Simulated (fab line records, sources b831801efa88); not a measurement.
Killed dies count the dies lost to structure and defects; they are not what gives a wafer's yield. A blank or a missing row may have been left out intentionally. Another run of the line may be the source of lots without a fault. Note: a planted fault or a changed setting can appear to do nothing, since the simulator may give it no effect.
A lot that was struck, set against a sound lot	flow sky130	15 out of 708 route steps
Sound: these wafers, L891.4, L891.5, L891.6. Wafers L895.1, L895.2, L895.6 were the ones struck. The cause comes at the end.
Order at every step that has rows: each side's tool, ch and its chambers, its first start. Under that, the readings that differ: sound wafers	struck wafers	difference of the means	sigmas: that difference in standard deviations of wafers without a fault.
alike: a reading whose means differ by less than 2 such deviations, as well as words and numbers matching on both sides. not compared: withheld readings; readings where some wafer has no value; bounds like >300 that might hide an equal value; numbers whose values overlap and for which the record gives no deviation.
A row with sigmas, a row that says differs or no value, or rows on one side alone: a step with any of these is where the two part. Numbers that have no deviation but don't overlap get no sigmas and don't part them. Lack of a reading on every wafer of one side parts them only where that side has two or more wafers.

first, 3 steps without rows for these wafers: SKY_LDD_P_EXPOSE_04 (exposes mask PSDM, target cd 380 nm); SKY_LDD_P_PEB_05; SKY_LDD_P_DEVELOP_06 (develop time 60 s).
SKY_LDD_P_CD_MEAS_07: the cd target is 380 nm.
  sound on cd sem-01 at day 21 21:14; struck on cd sem-02 at day 23 09:19
  alike: cd nm
SKY_LDD_P_OVL_MEAS_08:
  sound on overlay-02 at day 21 21:19; struck on overlay-02 at day 23 09:26
reading	sound	struck	difference	sigmas
LDD_P_OVL (nm)	-4.5 -3.1 -2.3	0.3 0.6 -0.5	+3.4	+2
next, for these wafers, 1 step has no rows: SKY_LDD_P_IMPLANT_09.
SKY_LDD_P_STRIP_10: strips in O2/N2.
  sound on plasma asher-03 ch 0,1, day 21 21:31; struck on plasma asher-03 ch 0,1, day 23 09:38
  alike: chamber pressure mTorr, drypump motor current A, oes product au, strip time to endpoint s
  not compared: rf hours counter h
SKY_LDD_P_TW_MEAS_11:
  sound on film metro-03 at day 21 21:37; struck on film metro-01 at day 23 09:44
reading	sound	struck	difference	sigmas
LDD_P_TW	628 626 625	637 639 638	+12	+3
then, 4 steps without rows for these wafers: SKY_LDD_HVN_DEHYDRATE_00 (time 60 s); SKY_LDD_HVN_HMDS_01 (prime time 60 s); SKY_LDD_HVN_COAT_02 (resist thk 300 nm); SKY_LDD_HVN_SOFTBAKE_03 (time 60 s).
SKY_LDD_HVN_EXPOSE_04: exposes mask HVNTM, target cd 700 nm.
  sound on iline stepper-01 ch 0, day 22 12:59; struck on iline stepper-02 ch 0, day 24 00:41
reading	sound	struck	difference	sigmas
mask	HVNTM#0 HVNTM#0 HVNTM#0	HVNTM_R1#0 HVNTM_R1#0 HVNTM_R1#0	differs	
next, for these wafers, 1 step has no rows: SKY_LDD_HVN_PEB_05.
-- a jump in the record: the struck wafers' starts before and after are 25 days apart (it breaks off in module LDD_HVN and resumes in module PAD_OPEN, where the first step shown is number 708 of the route) --
SKY_PAD_OPEN_PROBE_99:
  sound on prober-02 at day 47 16:45; struck on prober-01 at day 48 19:56
  alike: killed_at_M0_to_M3, killed_at_M4_up, killed at contacts, killed at front end, killed at other, killed dies, killed open, killed short

WHERE THEY PART
Earliest at SKY_LDD_P_OVL_MEAS_08; latest, in this record, at SKY_LDD_HVN_EXPOSE_04. Later steps at which nothing parts them and some readings are alike: SKY_PAD_OPEN_PROBE_99.

WHY: what the simulator had put in
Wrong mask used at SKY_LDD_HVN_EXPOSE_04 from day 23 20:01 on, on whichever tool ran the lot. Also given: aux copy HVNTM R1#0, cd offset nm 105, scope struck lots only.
